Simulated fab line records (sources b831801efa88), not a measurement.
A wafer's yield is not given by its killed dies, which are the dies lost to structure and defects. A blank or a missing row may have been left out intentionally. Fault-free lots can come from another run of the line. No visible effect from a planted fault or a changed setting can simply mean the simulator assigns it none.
fab line records    flow sky130
[record] lots = 12  wafers = 36  last-day = 50
route steps=708 shown LDD_LDN@299 POLY_CUT@316 PAD_OPEN@708
lots with no fault: from the same line, run without faults
start-h: the number of hours between the record's first day and the start of the first shown wafer of the lot    wait-h: how many hours have passed since the lot's step before this one    " the same as in the row above    L1.1+2: a single row standing in for several wafers    - no value, or no start was given    * or withheld: withheld    < > ~ a bound
route shown NAME@n: names a module that has steps shown in the file, with the first one's number in the route    usual: mean/standard deviation of fault-free wafers    same: alike in all rows    chamber/n: place in a boat    sites: the reading at each site    _std_site: standard deviation of those values    _edge_site: the outer-site mean with the inner-site mean subtracted    radius-mm: for every site, how far away it sits from the centre of the wafer    mask NAME#n: copy n    behind: the last tool/chamber to shape the wafer    hold: why the lot was held/for how many hours/how that ended    device: which transistor (n, p or np) failed to switch    end of line: the same wafers' tests at the end of the route    step lacking rows: just its recipe    killed: not the wafer's yield, but the dies lost to structure and defects at the first sort    map: shows each die of a wafer: x if killed, . if not, _ if none is there
set.NAME: setting as actually run; set.NAME@STEP: the setting as run at that earlier step    model.NAME: the simulator's own value behind a step, which no gauge read
steps of the route over a sample of lots; a table a step, a row a wafer
services: when a tool's chamber went out of use (start-h, in hours from the record's first day, below 0 if earlier), for how many hours, and the reason
[[steps]]
[step SKY_LDD_LDN_IMPLANT_10]
[recipe] species = As  energy-kev = 15  dose-cm2 = 1.25e+13  tilt-deg = withheld  rotation-deg = 203
[usual] dose-ions-cm2 = 1.2501e+13/1.3e+10  faraday-current-uA = 70.6/1.5
lot.wafer  tool          chamber  start-h  wait-h  dose-ions-cm2  faraday-current-uA
L768.2     implanter-04  0        526.39   0.1     1.2496e+13     70.5
L768.3     "             0        "        "       1.2498e+13     70.6
L768.6     "             0        "        "       1.2497e+13     66.4
L769.2     implanter-04  0        536.53   0.1     1.2506e+13     71.1
L769.4     "             0        "        "       1.2508e+13     68.7
L769.6     "             0        "        "       1.2501e+13     72.3
L771.2     implanter-01  0        556.28   0.1     1.2507e+13     70.3
L771.4     "             0        "        "       1.2506e+13     71.0
L771.5     "             0        "        "       1.2487e+13     71.4
L774.2     implanter-01  0        587.73   0.1     1.2493e+13     71.3
L774.3     "             0        "        "       1.2497e+13     72.2
L774.6     "             0        "        "       1.2489e+13     70.8
L776.1     implanter-04  0        607.58   0.1     1.2509e+13     70.9
L776.2     "             0        "        "       1.2491e+13     70.5
L776.6     "             0        "        "       1.2514e+13     68.5
L778.2     implanter-04  0        618.71   0.1     1.2496e+13     70.6
L778.3     "             0        "        "       1.2498e+13     69.5
L778.6     "             0        "        "       1.2488e+13     70.7
L780.3     implanter-02  0        637.83   0.1     1.249e+13      68.5
L780.5     "             0        "        "       1.2473e+13     70.5
L780.6     "             0        "        "       1.2486e+13     70.0
L781.1     implanter-02  0        650.86   0.1     1.2508e+13     69.6
L781.3     "             0        "        "       1.2503e+13     71.3
L781.6     "             0        "        "       1.249e+13      68.1
L784.2     implanter-02  0        685.83   0.1     5.758e+12      32.4
L784.3     "             0        "        "       5.77e+12       33.2
L784.5     "             0        "        "       5.774e+12      33.4
L785.2     implanter-02  0        689.44   0.1     5.781e+12      32.9
L785.3     "             0        "        "       5.785e+12      32.2
L785.6     "             0        "        "       5.768e+12      32.3
L790.1     implanter-01  0        712.31   0.1     1.2484e+13     71.2
L790.3     "             0        "        "       1.2466e+13     69.2
L790.6     "             0        "        "       1.2484e+13     69.1
L789.1     implanter-01  0        716.61   0.1     1.25e+13       69.6
L789.5     "             0        "        "       1.25e+13       71.9
L789.6     "             0        "        "       1.2487e+13     70.3
[step SKY_LDD_LDN_TW_MEAS_13]
[usual] LDD_LDN_TW = 1473/8
lot.wafer  tool           chamber  start-h  wait-h  LDD_LDN_TW
L768.2     film-metro-01  -        526.77   0.1     1461
L768.3     "              -        "        "       1457
L768.6     "              -        "        "       1457
L769.2     film-metro-04  -        536.92   0.1     1479
L769.4     "              -        "        "       1483
L769.6     "              -        "        "       1478
L771.2     film-metro-01  -        556.67   0.1     1469
L771.4     "              -        "        "       1471
L771.5     "              -        "        "       1471
L774.2     film-metro-03  -        588.12   0.1     1484
L774.3     "              -        "        "       1483
L774.6     "              -        "        "       1477
L776.1     film-metro-03  -        607.98   0.1     1483
L776.2     "              -        "        "       1481
L776.6     "              -        "        "       1484
L778.2     film-metro-01  -        619.09   0.1     1464
L778.3     "              -        "        "       1466
L778.6     "              -        "        "       1467
L780.3     film-metro-04  -        638.20   0.1     1461
L780.5     "              -        "        "       1457
L780.6     "              -        "        "       1462
L781.1     film-metro-01  -        651.26   0.1     1470
L781.3     "              -        "        "       1472
L781.6     "              -        "        "       1463
L784.2     film-metro-03  -        686.22   0.1     1418
L784.3     "              -        "        "       1418
L784.5     "              -        "        "       1417
L785.2     film-metro-01  -        689.82   0.1     1401
L785.3     "              -        "        "       1407
L785.6     "              -        "        "       1405
L790.1     film-metro-04  -        712.71   0.1     1478
L790.3     "              -        "        "       1483
L790.6     "              -        "        "       1477
L789.1     film-metro-04  -        717.01   0.1     1484
L789.5     "              -        "        "       1481
L789.6     "              -        "        "       1488
[step SKY_POLY_CUT_OVL_MEAS_09]
[usual] POLY_CUT_OVL = -3/5.6
lot.wafer  tool        chamber  start-h  wait-h  POLY_CUT_OVL[nm]
L768.2     overlay-01  -        559.07   0.1     -2
L768.3     "           -        "        "       -6
L768.6     "           -        "        "       -8
L769.2     overlay-01  -        569.17   0.1     -8
L769.4     "           -        "        "       -11
L769.6     "           -        "        "       -9
L771.2     overlay-01  -        587.85   0.1     -2
L771.4     "           -        "        "       2
L771.5     "           -        "        "       0
L774.2     overlay-02  -        619.25   0.1     0
L774.3     "           -        "        "       -7
L774.6     "           -        "        "       3
L776.1     overlay-01  -        637.76   0.1     -5
L776.2     "           -        "        "       -5
L776.6     "           -        "        "       -7
L778.2     overlay-02  -        650.42   0.1     4
L778.3     "           -        "        "       10
L778.6     "           -        "        "       7
L780.3     overlay-02  -        668.07   0.1     -3
L780.5     "           -        "        "       8
L780.6     "           -        "        "       -10
L781.1     overlay-01  -        681.52   0.1     -6
L781.3     "           -        "        "       -8
L781.6     "           -        "        "       -13
L784.2     overlay-01  -        717.62   0.1     -13
L784.3     "           -        "        "       -7
L784.5     "           -        "        "       -7
L785.2     overlay-02  -        719.52   0.1     5
L785.3     "           -        "        "       -10
L785.6     "           -        "        "       0
L790.1     overlay-01  -        743.21   0.1     -5
L790.3     "           -        "        "       2
L790.6     "           -        "        "       -3
L789.1     overlay-01  -        746.32   0.1     2
L789.5     "           -        "        "       -1
L789.6     "           -        "        "       2
[step SKY_POLY_CUT_ETCH_10]
[recipe] chemistry = N2/H2  target = BARC  ion-energy-ev = 200  source-w = 500  bias-w = 100  pressure-mtorr = 30  n2-flow-sccm = 100  h2-flow-sccm = 200  stop-on = SiO2  time-s = 45.9  target-depth-a = 600
[usual] drypump-motor-current-A = 5.55/0.25  oes-product-au = 0.854/0.0047  throttle-valve-pct = 13.225/0.0092
lot.wafer  tool         chamber  start-h  wait-h  drypump-motor-current-A  oes-product-au  rf-hours-counter-h  throttle-valve-pct
L768.2     rie-diel-02  1        559.10   0.0     5.85                     0.858           3                   13.231
L768.3     "            2        "        "       5.65                     0.857           0                   13.229
L768.6     "            3        "        "       5.49                     0.857           -                   13.221
L769.2     rie-diel-02  3        569.20   0.0     5.48                     0.854           1                   13.222
L769.4     "            0        "        "       5.13                     0.854           9                   13.232
L769.6     "            3        "        "       5.49                     0.845           -                   13.221
L771.2     rie-diel-02  0        587.88   0.0     5.13                     0.850           9                   13.226
L771.4     "            1        "        "       5.88                     0.853           3                   13.221
L771.5     "            1        "        "       5.85                     0.858           -                   13.220
L774.2     rie-diel-04  2        619.28   0.0     5.47                     0.847           10                  13.224
L774.3     "            0        "        "       5.33                     0.864           42                  13.224
L774.6     "            0        "        "       5.31                     0.859           -                   13.230
L776.1     rie-diel-04  1        637.80   0.0     5.52                     0.850           3                   13.233
L776.2     "            0        "        "       5.34                     0.856           42                  13.216
L776.6     "            3        "        "       5.52                     0.858           -                   13.215
L778.2     rie-diel-04  1        650.45   0.0     5.49                     0.852           4                   13.224
L778.3     "            2        "        "       5.47                     0.852           10                  13.211
L778.6     "            2        "        "       5.46                     0.859           -                   13.214
L780.3     rie-diel-02  2        668.10   0.0     5.65                     0.849           2                   13.224
L780.5     "            3        "        "       5.50                     0.855           -                   13.219
L780.6     "            2        "        "       5.65                     0.858           -                   13.222
L781.1     rie-diel-03  2        681.55   0.0     5.65                     0.859           46                  13.233
L781.3     "            0        "        "       6.03                     0.848           56                  13.214
L781.6     "            2        "        "       5.66                     0.854           -                   13.231
L784.2     rie-diel-04  2        717.65   0.0     5.47                     0.857           11                  13.218
L784.3     "            1        "        "       5.49                     0.853           5                   13.234
L784.5     "            0        "        "       5.30                     0.852           -                   13.229
L785.2     rie-diel-04  2        719.55   0.0     5.48                     0.862           11                  13.226
L785.3     "            3        "        "       5.51                     0.858           1                   13.226
L785.6     "            1        "        "       5.51                     0.855           -                   13.232
L790.1     rie-diel-02  3        743.25   0.0     5.49                     0.848           4                   13.224
L790.3     "            1        "        "       5.87                     0.854           8                   13.229
L790.6     "            0        "        "       5.15                     0.853           -                   13.231
L789.1     rie-diel-04  1        746.35   0.0     5.50                     0.854           5                   13.227
L789.5     "            2        "        "       5.46                     0.852           -                   13.235
L789.6     "            1        "        "       5.48                     0.852           -                   13.232
[step SKY_POLY_CUT_STRIP_12]
[recipe] chemistry = O2/N2  power-w = 1400  pressure-mtorr = 1500  platen-temp-c = withheld  o2-flow-sccm = 3000  n2-flow-sccm = 300  overash-fraction = 0.5
[usual] drypump-motor-current-A = 5.8/0.3  oes-product-au = 0.452/0.0046  strip-time-to-endpoint-s = 5.355/0.016
lot.wafer  tool             chamber  start-h  wait-h  drypump-motor-current-A  oes-product-au  rf-hours-counter-h  strip-time-to-endpoint-s
L768.2     plasma-asher-03  0        559.18   0.0     6.0                      0.450           85                  5.380
L768.3     "                1        "        "       5.4                      0.455           -                   5.348
L768.6     "                1        "        "       5.4                      0.448           -                   5.377
L769.2     plasma-asher-03  1        569.29   0.0     5.4                      0.442           86                  5.363
L769.4     "                0        "        "       6.0                      0.447           -                   5.354
L769.6     "                1        "        "       5.4                      0.454           -                   5.391
L771.2     plasma-asher-04  1        587.96   0.0     5.5                      0.449           14                  5.357
L771.4     "                1        "        "       5.5                      0.455           -                   5.341
L771.5     "                1        "        "       5.5                      0.446           -                   5.333
L774.2     plasma-asher-01  0        619.36   0.0     6.1                      0.451           50                  5.342
L774.3     "                0        "        "       6.1                      0.449           -                   5.345
L774.6     "                1        "        "       5.6                      0.449           -                   5.347
L776.1     plasma-asher-04  0        637.88   0.0     6.2                      0.453           19                  5.388
L776.2     "                1        "        "       5.5                      0.450           19                  5.381
L776.6     "                1        "        "       5.5                      0.446           -                   5.394
L778.2     plasma-asher-03  1        650.53   0.0     5.4                      0.469           94                  5.333
L778.3     "                0        "        "       6.0                      0.453           -                   5.334
L778.6     "                1        "        "       5.4                      0.453           -                   5.343
L780.3     plasma-asher-01  0        668.21   0.1     6.1                      0.456           -                   5.345
L780.5     "                0        "        "       6.1                      0.452           -                   5.362
L780.6     "                1        "        "       5.6                      0.444           -                   5.352
L781.1     plasma-asher-01  1        681.64   0.0     5.6                      0.450           57                  5.354
L781.3     "                1        "        "       5.6                      0.446           -                   5.377
L781.6     "                0        "        "       6.1                      0.460           -                   5.365
L784.2     plasma-asher-04  0        717.74   0.0     6.2                      0.451           27                  5.342
L784.3     "                0        "        "       6.2                      0.449           -                   5.343
L784.5     "                1        "        "       5.6                      0.458           -                   5.348
L785.2     plasma-asher-04  1        719.64   0.0     5.5                      0.449           27                  5.341
L785.3     "                0        "        "       6.2                      0.450           -                   5.347
L785.6     "                0        "        "       6.2                      0.451           -                   5.340
L790.1     plasma-asher-03  1        743.33   0.0     5.4                      0.453           0                   5.353
L790.3     "                1        "        "       5.4                      0.447           -                   5.333
L790.6     "                1        "        "       5.4                      0.448           -                   5.351
L789.1     plasma-asher-01  0        746.44   0.0     6.1                      0.460           63                  5.355
L789.5     "                0        "        "       6.2                      0.450           -                   5.351
L789.6     "                1        "        "       5.6                      0.447           -                   5.353
[step SKY_PAD_OPEN_PROBE_99]
[usual] killed_at_M0_to_M3 = 44/7.3  killed_at_M4_up = 3.1/1.6  killed-at-contacts = 24/5.4  killed-at-front-end = 15/4  killed-at-other = 0.2/0.49  killed-dies = 86/10  killed-open = 48/7.3  killed-short = 38/6.3
[same] gross-dies = 492  killed-at-back-side = 0
lot.wafer  tool       chamber  start-h  wait-h  killed_at_M0_to_M3  killed_at_M4_up  killed-at-contacts  killed-at-front-end  killed-at-other  killed-dies  killed-open  killed-short
L776.1     prober-01  -        1127.79  0.1     41                  4                18                  13                   0                76           38           38
L776.2     prober-01  -        1127.84  0.1     45                  5                28                  9                    0                87           43           44
L776.6     prober-01  -        1128.04  0.2     43                  6                18                  13                   0                80           34           46
L778.2     prober-01  -        1136.65  0.1     38                  4                29                  11                   0                82           41           41
L778.3     prober-01  -        1136.70  0.2     47                  4                23                  15                   1                90           59           31
L778.6     prober-01  -        1136.85  0.2     51                  1                23                  15                   0                90           52           38
L780.3     prober-01  -        1150.84  0.2     41                  7                30                  17                   0                95           51           44
L780.5     prober-01  -        1150.94  0.2     63                  4                20                  12                   0                99           45           54
L780.6     prober-01  -        1150.99  0.2     58                  6                24                  10                   1                99           51           48
// killed by level:class
L776.1 VIA1:geometric-particle:open=10 CONTACT:geometric-particle:open=6 METAL1:geometric-particle:short=5 VIA2:geometric-particle:open=5 FIELD_ISO:geometric-particle:short=4 LI_CONTACT:geometric-particle:open=4 LOCAL_INTERCONNECT:geometric-particle:short=4 VIA1:geometric-particle:short=4
L776.2 VIA2:geometric-particle:open=10 VIA1:geometric-particle:open=10 CONTACT:geometric-particle:open=8 CONTACT:geometric-particle:short=7 METAL2:geometric-particle:short=6 LI_CONTACT:geometric-particle:short=5 LI_CONTACT:geometric-particle:open=4 LOCAL_INTERCONNECT:geometric-particle:short=4
L776.6 METAL1:geometric-particle:short=9 VIA1:geometric-particle:short=9 CONTACT:geometric-particle:open=6 FIELD_ISO:geometric-particle:short=5 VIA2:geometric-particle:open=5 METAL3:geometric-particle:short=5 METAL4:geometric-particle:short=5 VIA1:geometric-particle:open=4
L778.2 VIA1:geometric-particle:open=11 LI_CONTACT:geometric-particle:open=7 CONTACT:geometric-particle:open=7 CONTACT:geometric-particle:short=7 LI_CONTACT:geometric-particle:short=4 POLY_GATE:geometric-particle:short=4 METAL1:geometric-particle:short=4 METAL3:geometric-particle:short=4
L778.3 VIA1:geometric-particle:open=14 CONTACT:geometric-particle:open=11 VIA3:geometric-particle:short=7 VIA3:geometric-particle:open=7 FIELD_ISO:geometric-particle:open=4 POLY_GATE:geometric-particle:open=4 LI_CONTACT:geometric-particle:open=4 VIA2:geometric-particle:open=4
L778.6 VIA1:geometric-particle:open=12 CONTACT:geometric-particle:open=11 VIA2:geometric-particle:open=8 POLY_GATE:geometric-particle:open=6 METAL1:geometric-particle:short=6 VIA2:geometric-particle:short=6 LI_CONTACT:geometric-particle:open=5 METAL2:geometric-particle:short=4
L780.3 CONTACT:geometric-particle:open=11 VIA1:geometric-particle:open=10 FIELD_ISO:geometric-particle:open=7 LI_CONTACT:geometric-particle:open=7 METAL2:geometric-particle:short=7 FIELD_ISO:geometric-particle:short=6 LOCAL_INTERCONNECT:geometric-particle:short=6 CONTACT:geometric-particle:short=5
L780.5 METAL2:geometric-particle:short=10 VIA2:geometric-particle:open=9 METAL1:geometric-particle:short=9 VIA1:geometric-particle:short=8 CONTACT:geometric-particle:open=8 VIA1:geometric-particle:open=8 LI_CONTACT:geometric-particle:open=7 FIELD_ISO:geometric-particle:short=6
L780.6 VIA1:geometric-particle:short=10 VIA1:geometric-particle:open=9 LI_CONTACT:geometric-particle:open=8 VIA2:geometric-particle:open=8 CONTACT:geometric-particle:open=7 METAL1:geometric-particle:short=6 VIA3:geometric-particle:open=6 METAL2:geometric-particle:short=5
[[services]]
tool             chamber  start-h  hours  kind
rie-diel-02      3        505.04   4.8    repair
rie-diel-04      2        525.26   2.6    repair
implanter-01     -        530.61   1.2    repair
implanter-04     -        547.65   1.6    repair
plasma-asher-04  -        554.89   1.1    repair
rie-diel-04      1        587.38   8.0    repair
implanter-02     -        588.67   0.7    repair
rie-diel-02      0        599.86   5.0    repair
rie-diel-04      2        604.30   6.9    repair
rie-diel-03      0        630.98   9.1    repair
implanter-04     -        656.88   6.4    pm
plasma-asher-04  -        658.64   3.5    repair
implanter-01     -        658.85   7.4    repair
rie-diel-04      -        663.54   0.2    repair
plasma-asher-03  -        667.47   14.6   pm
rie-diel-02      3        682.61   3.1    repair
implanter-04     -        695.14   3.9    pm
implanter-02     -        701.18   0.6    repair
plasma-asher-01  -        704.31   2.8    pm
rie-diel-02      3        704.39   7.1    repair
implanter-01     -        709.01   2.6    repair
implanter-01     -        718.69   11.9   repair
plasma-asher-03  -        733.75   9.0    pm
plasma-asher-04  -        736.68   0.8    repair
[[key]]
[first-sign] step = SKY_LDD_LDN_IMPLANT_10  reading = dose-ions-cm2  direction = down  sigmas = 99+  usual = *  struck = *
[effect] step = SKY_LDD_LDN_IMPLANT_10  reading = faraday-current-uA  direction = down  sigmas = 25  usual = 70.6  struck = 32.7
[effect] step = SKY_LDD_LDN_TW_MEAS_13  reading = LDD_LDN_TW  direction = down  sigmas = 7.7  usual = 1473  struck = 1411
met-at SKY_LDD_LDN_IMPLANT_10
struck-lots L784,L785
tester-left-out L784,L785
not-acting-at SKY_POLY_CUT_OVL_MEAS_09,SKY_POLY_CUT_ETCH_10,SKY_POLY_CUT_STRIP_12
onset-between 650.86 685.83
[fault] kind = process-parameter-drift  tool = implanter-02  chamber = -  onset-h = 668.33  steps = SKY_LDD_LDN_IMPLANT_10  channel = dose-cm2  offset = *  shape = step  end-h = 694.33  acts-in = *  stated = *
// tester-left-out: of these lots the tester's yield and bins aren't shown, on N5 and GAA mostly nor the transistor test; their killed dies are dies lost to structure and defects alone, not to doping, threshold or leakage, so they don't give the yield
